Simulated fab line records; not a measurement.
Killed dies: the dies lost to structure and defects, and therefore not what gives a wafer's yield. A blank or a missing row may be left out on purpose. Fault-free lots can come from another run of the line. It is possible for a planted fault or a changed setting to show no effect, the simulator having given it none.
Problem report, 8D (eight disciplines) form, completed by code ; flow sky130 ; the parts of the form that need people (team, actions taken, sign-off) are left out

## 1. THE PROBLEM
VT_ADJUST_PCH_TW at SKY_VT_ADJUST_PCH_TW_MEAS_10 reads a mean of 134.8 on 6 wafers of 2 lots; wafers without a fault read 144.0 with a standard deviation of 0.69. That is -13 standard deviations from the usual mean.
Earliest sighting: wafer L962.1 on film-metro-04 at day 16 05:58. Wafers with a number at this step in the record: 36, from 12 lots. By rule, "out" or "out of limits" means more than 4 standard deviations away from the usual mean. Any other wafer with a number is counted as sound.

## 2. WHAT IT IS AND WHAT IT IS NOT
question;is;is not
which readings at this step;VT_ADJUST_PCH_TW;-
which lots;L962, L964;L946, L947, L948, L951, L952, L954, L956, L957, L965, L967
which wafers of those lots;all that have a number;-
read on which gauges;film-metro-04;film-metro-01, film-metro-03
when;from day 16 05:58;"up to then (24 sound wafers); but 6 sound wafers of L965, L967 came after"

## 3. WHAT RULES OUT EACH SUSPECT
Counting: a tool stays on the suspect list if, at a process step up to the reading, it processed all lots that are out and no sound lot following the first of them.
- the gauge at SKY_VT_ADJUST_PCH_TW_MEAS_10 has been ruled out. All the wafers that are out were read on film-metro-04, but those of them that SKY_VT_ADJUST_PCH_IMPLANT_08 has rows for are out there too, on other tools.
- implanter-01 at SKY_VT_ADJUST_PCH_IMPLANT_08: kept. It ran every lot that is out, first L962 (day 16 05:43), and no sound lot after that; its last sound lot up to then is L947 (day 11 07:53). Its own dose-ions-cm2, faraday-current-uA readings are out on those wafers.
Remaining after the count: implanter-01 at SKY_VT_ADJUST_PCH_IMPLANT_08.

## 4. THE CAUSE (what the simulator had put in)
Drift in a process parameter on implanter-01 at SKY_VT_ADJUST_PCH_IMPLANT_08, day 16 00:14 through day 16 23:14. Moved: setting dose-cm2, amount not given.
The count eliminated every tool but this one.

## 5. THE EFFECT CHAIN, in route order
One row per reading whose mean, taken over the struck wafers that have a number, lies over 3 standard deviations from the usual. Only readings whose record carries a usual standard deviation are examined. hours: median over the lots of the time between each lot's start at the first step of this table that gives one and its start at this step. sigmas: the change, counted in usual standard deviations.
hours;step;reading;usual;on struck wafers;change;sigmas
0;SKY_VT_ADJUST_PCH_IMPLANT_08;dose-ions-cm2;5e+11;4e+11;-1e+11;-99 or more
0;SKY_VT_ADJUST_PCH_IMPLANT_08;faraday-current-uA;2.81;2.20;-0.61;-12
0;SKY_VT_ADJUST_PCH_TW_MEAS_10;VT_ADJUST_PCH_TW;144.0;134.8;-9.2;-13
It contains these process steps:
- SKY_VT_ADJUST_PCH_IMPLANT_08
Later measuring or inspecting steps at which every struck wafer that the step has a row for has a number for every such reading, and none has moved that far: SKY_SD_P_OVL_MEAS_08.

## 6. WHAT WOULD HAVE CAUGHT IT SOONER
6 hours passed between the start of the fault at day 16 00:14 and the first reading out of limits at a measuring or inspecting step in this record, taken at day 16 05:58.
Tool's own readings at SKY_VT_ADJUST_PCH_IMPLANT_08, dose-ions-cm2, faraday-current-uA: out on all struck wafers the step has rows for; an alarm limit on them would have tripped on the first.
Lots out: 2; of these, L964 started SKY_VT_ADJUST_PCH_IMPLANT_08 on implanter-01 after day 16 05:58. A hold on the tool at that time would have spared it.
